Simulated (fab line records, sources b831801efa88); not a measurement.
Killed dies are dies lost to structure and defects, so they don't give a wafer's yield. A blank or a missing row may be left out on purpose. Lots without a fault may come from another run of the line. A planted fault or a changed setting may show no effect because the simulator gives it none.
Which tool did it? | flow gf180mcu | 6 lots, 18 wafers sampled, at 2 steps of a route of 602

WHAT THE GAUGES READ, wafer by wafer
GF_HV_LDD_CD_MEAS_19: target cd 400 nm.
lot  | measured     | on        | cd_nm (nm)
L530 | day 12 01:33 | cd_sem-02 | 397.7 397.1 395.6
L533 | day 13 05:04 | cd_sem-02 | 402.3 400.0 400.2
L535 | day 13 15:58 | cd_sem-01 | 403.8 400.6 401.7
L537 | day 14 07:59 | cd_sem-01 | 402.3 400.1 403.7
L546 | day 17 04:46 | cd_sem-02 | 390.8 393.7 393.2 391.2 393.7 393.6
L548 | day 17 20:58 | cd_sem-02 | 392.2 393.6 391.2 392.4 394.1 391.3

WHICH TOOL RAN EACH LOT (tool, then ch and the chambers of the sampled wafers, then the start)
lot  | GF_HV_LDD_EXPOSE_16
L530 | iline_stepper-01 ch 0, day 11 16:30
L533 | iline_stepper-02 ch 0, day 12 19:01
L535 | iline_stepper-01 ch 0, day 13 06:20
L537 | iline_stepper-01 ch 0, day 13 22:32
L546 | iline_stepper-02 ch 0, day 16 17:25
L548 | iline_stepper-02 ch 0, day 17 09:37
- GF_HV_LDD_EXPOSE_16: exposes mask Pplus LV AREA, target cd 400 nm.

THE ANSWER, worked out from the rows above alone
Rule: what is usual is taken from the lots themselves. Put in order of their means at a reading, lots are off if they are a third of the lots or fewer, leave a main group of 4 or more, and stand apart from it by a gap of 3 or more times the standard deviation of the main group's means; of several such gaps the widest counts. A main group whose means are all the same, to the digits that the tables above print for the reading, isn't used. A lot without any number at a reading at which 4 lots or more have one is off too. The other lots that the step has rows for count as sound.
No lot is off at any reading shown: from this, nothing can be told.

WHAT THE SIMULATOR HAD PUT IN
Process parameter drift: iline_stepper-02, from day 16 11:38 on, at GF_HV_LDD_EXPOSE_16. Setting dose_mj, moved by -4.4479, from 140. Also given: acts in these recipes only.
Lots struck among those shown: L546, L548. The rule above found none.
